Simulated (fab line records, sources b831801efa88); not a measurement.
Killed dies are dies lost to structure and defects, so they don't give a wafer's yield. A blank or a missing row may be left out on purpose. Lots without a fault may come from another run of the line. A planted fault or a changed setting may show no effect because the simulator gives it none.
A struck lot beside a sound one | flow sky130 | 36 steps out of a route of 708
Sound: wafers L908.1, L908.2, L908.3. Struck: wafers L919.1, L919.4, L919.6. The cause comes at the end.
At each step with rows: each side's tool, then ch and its chambers, then its first start. Under that, the readings that differ: sound wafers | struck wafers | difference of the means | sigmas: that difference in standard deviations of wafers without a fault.
alike: readings whose means differ by less than 2 such deviations, and words and numbers that are the same on both sides. not compared: withheld readings, readings that some wafer has no value for, bounds like >300 that may hide the same value, and numbers for which the record gives no deviation and whose values overlap.
The two part at a step that has a row with sigmas, a row that says differs or no value, or rows on one side only. Numbers that don't overlap but have no deviation are shown without sigmas and don't part them. A reading that every wafer of one side lacks parts them only if that side has two wafers or more.

first, 10 steps without rows for these wafers: SKY_POLY_CUT_ETCH_10 (etches BARC in N2/H2, stops on SiO2, time 45.9 s, target depth 60 nm); SKY_POLY_CUT_ETCH_11 (etches Si3N4 in CF4/CH2F2/Ar, stops on poly-Si, time 42.5 s, target depth 60 nm); SKY_POLY_CUT_STRIP_12 (strips in O2/N2); SKY_SD_P_DEHYDRATE_00 (time 60 s); SKY_SD_P_HMDS_01 (prime time 60 s); SKY_SD_P_COAT_02 (resist thk 1140 nm); SKY_SD_P_SOFTBAKE_03 (time 60 s); SKY_SD_P_EXPOSE_04 (exposes mask PSDM, target cd 380 nm); SKY_SD_P_PEB_05; SKY_SD_P_DEVELOP_06 (develop time 60 s).
SKY_SD_P_IMPLANT_09:
  sound on implanter-03 ch 0, day 26 14:56; struck on implanter-03 ch 0, day 30 11:25
SKY_SD_P_STRIP_10: strips in O2/N2.
  sound on plasma_asher-01 ch 0,1, day 26 15:05; struck on plasma_asher-04 ch 0,1, day 30 11:34
  reading                      | sound             | struck            | difference | sigmas
  strip_time_to_endpoint_s (s) | 17.52 17.56 17.56 | 17.11 17.08 17.07 | -0.46      | -11
  alike: drypump_motor_current_A, oes_product_au
  not compared: rf_hours_counter_h
SKY_SD_P_TW_MEAS_11:
  sound on film_metro-04, day 26 15:11; struck on film_metro-02, day 30 11:40
  reading | sound          | struck         | difference | sigmas
  SD_P_TW | 2836 2834 2845 | 2684 2690 2690 | -150       | -5
then, 21 steps without rows for these wafers: SKY_RES_XHIGH_DEHYDRATE_00 (time 60 s); SKY_RES_XHIGH_HMDS_01 (prime time 60 s); SKY_RES_XHIGH_COAT_02 (resist thk 1140 nm); SKY_RES_XHIGH_SOFTBAKE_03 (time 60 s); SKY_RES_XHIGH_EXPOSE_04 (exposes mask URPM, target cd 1270 nm); SKY_RES_XHIGH_PEB_05; SKY_RES_XHIGH_DEVELOP_06 (develop time 60 s); SKY_RES_XHIGH_IMPLANT_07; SKY_RES_XHIGH_STRIP_08 (strips in O2/N2); SKY_SD_N_DEHYDRATE_00 (time 60 s); SKY_SD_N_HMDS_01 (prime time 60 s); SKY_SD_N_COAT_02 (resist thk 1140 nm); SKY_SD_N_SOFTBAKE_03 (time 60 s); SKY_SD_N_EXPOSE_04 (exposes mask NSDM, target cd 380 nm); SKY_SD_N_PEB_05; SKY_SD_N_DEVELOP_06 (develop time 60 s); SKY_SD_N_IMPLANT_09; SKY_SD_N_IMPLANT_10; SKY_SD_N_STRIP_11 (strips in O2/N2); SKY_SD_N_CLEAN_13 (cleans in SC1/SC2, time 150 s); SKY_SD_N_RTA_14 (time 2 s).
-- the record jumps here: 2 days lie between the struck wafers' starts before and after --
SKY_SD_N_RS_MEAS_17: measures by four-point-probe.
  sound on film_metro-04, day 29 02:37; struck on film_metro-03, day 32 19:37
  reading          | sound             | struck            | difference | sigmas
  SD_P_RS (ohm/sq) | 147.3 146.5 147.1 | 150.5 150.3 151.0 | +3.6       | +10
-- the record jumps here: 17 days lie between the struck wafers' starts before and after (it left off in module SD_N and takes up again in module PAD_OPEN, whose first step shown is number 708 of the route) --
SKY_PAD_OPEN_PROBE_99:
  sound on prober-02, day 46 16:58; struck on prober-02, day 49 08:16
  reading                             | sound             | struck            | difference | sigmas
  model.etest.res_high_po.line_ohm_um | 735.9 724.6 768.7 | 857 879.6 856.3   | +121       |
  model.etest.licon_high_po.rc_ohm    | 348.8 337.2 354.7 | 467.3 460 473.5   | +120.0     |
  model.etest.res_pdiff.line_ohm_um   | 1341 1289 1360    | 1444 1480 1448    | +127       |
  model.etest.licon_pdiff.rc_ohm      | 591.9 568.8 591   | 611.7 608.3 627.6 | +32.0      |
  model.etest.res_high_po.rs_ohm_sq   | 262.5 260.1 265.2 | 308.9 305.7 311.4 | +46.1      |
  model.etest.res_pdiff_hv.rs_ohm_sq  | 190.4 188.5 187.3 | 202.5 203.9 205.5 | +15.2      |
  model.etest.res_pdiff.rs_ohm_sq     | 194.5 194.6 196.2 | 210 209.6 210.2   | +15        |
  alike: killed_at_M0_to_M3, killed_at_M4_up, killed_at_contacts, killed_at_front_end, killed_at_other, killed_dies, killed_open, killed_short

WHERE THEY PART
First at SKY_SD_P_STRIP_10; last, within this record, at SKY_SD_N_RS_MEAS_17. Later steps at which nothing parts them and some readings are alike: SKY_PAD_OPEN_PROBE_99.

WHY: what the simulator had put in
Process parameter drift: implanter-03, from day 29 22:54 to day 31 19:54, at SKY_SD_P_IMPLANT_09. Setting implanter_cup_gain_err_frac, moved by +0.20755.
